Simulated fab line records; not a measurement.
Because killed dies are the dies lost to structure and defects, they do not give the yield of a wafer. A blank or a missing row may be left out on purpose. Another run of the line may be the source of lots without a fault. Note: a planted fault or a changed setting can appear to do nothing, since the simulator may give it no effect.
8D (eight disciplines) problem report, filled in by code    flow sky130    the parts of the form that need people (team, actions taken, sign-off) are left out

== 1. WHAT WENT WRONG ==
run_length_s at SKY_SONOS_ONO_SOFTBAKE_09 reads a mean of 75.55 s on 6 wafers of 2 lots; wafers without a fault read 89.17 s with a standard deviation of 0.12. So: -99 or more standard deviations from the usual mean.
The step: time 60 s.
The first sign was on wafer L610.2 at day 18 02:50, on litho_track-03. The record has a number at this step for 18 wafers belonging to 6 lots. The rule behind "out" and "out of limits": a value lying over 4 standard deviations away from the usual mean. Any other wafer with a number is counted as sound.

== 2. WHAT THIS IS AND IS NOT ==
question                     is                                  is not
which readings at this step  run_length_s, heater_power_total_W  -
which lots                   L610, L612                          L593, L595, L596, L601
which wafers of those lots   all that have a number              -
read on which tools          litho_track-03                      -
when                         from day 18 02:50                   up to then (12 sound wafers)

== 3. THE SUSPECTS, EACH WITH WHAT RULES IT OUT ==
Counting: a tool stays on the suspect list if, at a process step up to the reading, it processed all lots that are out and no sound lot following the first of them.
- litho_track-03 at SKY_SONOS_ONO_SOFTBAKE_09 (time 60 s): kept. Every lot that is out went through it, starting with L610 (day 18 02:50), and after that it ran no sound lot; the last sound lot it ran before then is L601 (day 15 08:02). Its own heater_power_total_W, run_length_s readings are out on those wafers.
Left after counting: litho_track-03 at SKY_SONOS_ONO_SOFTBAKE_09.

== 4. THE CAUSE (what the simulator had put in) ==
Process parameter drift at SKY_SONOS_ONO_SOFTBAKE_09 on litho_track-03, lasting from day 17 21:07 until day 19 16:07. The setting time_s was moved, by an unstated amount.
Only this tool survived the counting.

== 5. SEQUENCE OF EFFECTS, ordered by route ==
Each row: a reading where the mean over the struck wafers with a number is more than 3 standard deviations away from the usual. Only readings whose record carries a usual standard deviation are examined. hours: median over the lots of the time between each lot's start at the first step of this table that gives one and its start at this step. sigmas: the change, counted in usual standard deviations.
hours  step                       reading               usual    on struck wafers  change  sigmas
0      SKY_SONOS_ONO_SOFTBAKE_09  heater_power_total_W  56.59 W  61.59             +5.00   +99 or more
0      SKY_SONOS_ONO_SOFTBAKE_09  run_length_s          89.17 s  75.55             -13.62  -99 or more
It contains these process steps:
- SKY_SONOS_ONO_SOFTBAKE_09: time 60 s.
At these later measuring or inspecting steps, every struck wafer for which the step has a row has a number for every such reading, and none has moved that far: SKY_SONOS_ONO_CD_MEAS_13, SKY_SONOS_ONO_OVL_MEAS_14.

== 6. HOW IT WOULD HAVE BEEN CAUGHT EARLIER ==
In this record the first reading out of limits was taken at day 18 02:50, 6 hours after the fault began at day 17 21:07.
